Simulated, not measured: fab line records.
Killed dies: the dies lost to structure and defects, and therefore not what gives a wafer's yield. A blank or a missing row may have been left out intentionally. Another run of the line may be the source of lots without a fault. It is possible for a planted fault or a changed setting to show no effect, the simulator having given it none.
Which tool is to blame? + flow sky130 + 11 lots with 31 wafers sampled at 3 steps, on a route of 708 steps

## WHAT EACH GAUGE READ, for each wafer
SKY_VIA3_RS_MEAS_22: a four-point-probe measurement.
| lot  | measured     | on            | VIA3_W_RS (ohm/sq) |
|------|--------------|---------------|--------------------|
| L884 | day 39 06:59 | film-metro-02 | 0.294 0.298 0.296  |
| L886 | day 40 14:05 | film-metro-04 | 0.294 0.292 0.292  |
| L889 | day 41 05:42 | film-metro-04 | 0.292 0.291 0.291  |
| L892 | day 42 05:12 | film-metro-04 | 0.291 0.295 0.291  |
| L895 | day 43 02:03 | film-metro-01 | 0.287 0.251 0.286  |
| L896 | day 43 00:31 | film-metro-01 | 0.288 0.290 0.283  |
| L898 | day 43 15:13 | film-metro-04 | 0.257 0.258        |
| L899 | day 44 05:18 | film-metro-01 | 0.256 0.255        |
| L904 | day 45 19:24 | film-metro-02 | 0.298 0.297 0.288  |
| L906 | day 46 02:58 | film-metro-04 | 0.293 0.291 0.292  |
| L907 | day 46 05:34 | film-metro-01 | 0.297 0.302 0.292  |

## EACH LOT AND THE TOOL THAT RAN IT (in order: tool; ch and the chambers of the sampled wafers; start)
| lot  | SKY_METAL3_STRIP_19                  | SKY_VIA3_CVD_21               |
|------|--------------------------------------|-------------------------------|
| L884 | plasma-asher-03 ch 0,1, day 38 03:27 | cvd-w-02 ch 0,1, day 39 06:52 |
| L886 | plasma-asher-02 ch 0,1, day 39 10:43 | cvd-w-02 ch 0,1, day 40 13:58 |
| L889 | plasma-asher-02 ch 0,1, day 40 03:40 | cvd-w-02 ch 0, day 41 05:34   |
| L892 | plasma-asher-01 ch 0,1, day 41 03:06 | cvd-w-02 ch 0, day 42 05:05   |
| L895 | plasma-asher-02 ch 0,1, day 42 00:10 | cvd-w-02 ch 0,1, day 43 01:56 |
| L896 | plasma-asher-03 ch 0,1, day 41 22:29 | cvd-w-01 ch 0,1, day 43 00:24 |
| L898 | plasma-asher-01 ch 0,1, day 42 14:40 | cvd-w-02 ch 0, day 43 15:04   |
| L899 | plasma-asher-01 ch 1, day 43 04:35   | cvd-w-02 ch 0, day 44 05:10   |
| L904 | plasma-asher-02 ch 0,1, day 44 20:13 | cvd-w-01 ch 0,1, day 45 19:17 |
| L906 | plasma-asher-03 ch 0,1, day 45 03:57 | cvd-w-01 ch 0, day 46 02:49   |
| L907 | plasma-asher-03 ch 0,1, day 45 06:56 | cvd-w-01 ch 0,1, day 46 05:25 |
- SKY_METAL3_STRIP_19: strips in O2/N2.
- SKY_VIA3_CVD_21: deposits W, target thk 390 nm, time 117.31 s.

## THE ANSWER, worked out from the rows above alone
Rule: usual is defined by the lots themselves. Put in order of their means at a reading, lots are off if they are a third of the lots or fewer, leave a main group of 4 or more, and stand apart from it by a gap of 3 or more times the standard deviation of the main group's means; of several such gaps the widest counts. If all means in a main group match to the digits the tables above print for the reading, that group is not used. Also off: a lot with no number at a reading for which 4 or more lots have one. All remaining lots with rows at the step are treated as sound.
Off: L895, L898, L899, seen at SKY_VIA3_RS_MEAS_22 (VIA3_W_RS). The main group: mean 0.293 ohm/sq, standard deviation 0.0029.
A tool fits if, at a process step before that reading, it ran every lot that is off, and no sound lot after the first of them. Gauges at SKY_VIA3_RS_MEAS_22: tried the same way as those tools. One candidate fits, namely cvd-w-02 at SKY_VIA3_CVD_21. A fault onset in the window from L892 (day 42 05:05, its last sound lot) to L895 (day 43 01:56, its first lot off) fits.

## WHAT HAD BEEN PUT IN BY THE SIMULATOR
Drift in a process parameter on cvd-w-02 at SKY_VIA3_CVD_21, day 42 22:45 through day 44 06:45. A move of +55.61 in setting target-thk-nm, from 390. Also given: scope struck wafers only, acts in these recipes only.
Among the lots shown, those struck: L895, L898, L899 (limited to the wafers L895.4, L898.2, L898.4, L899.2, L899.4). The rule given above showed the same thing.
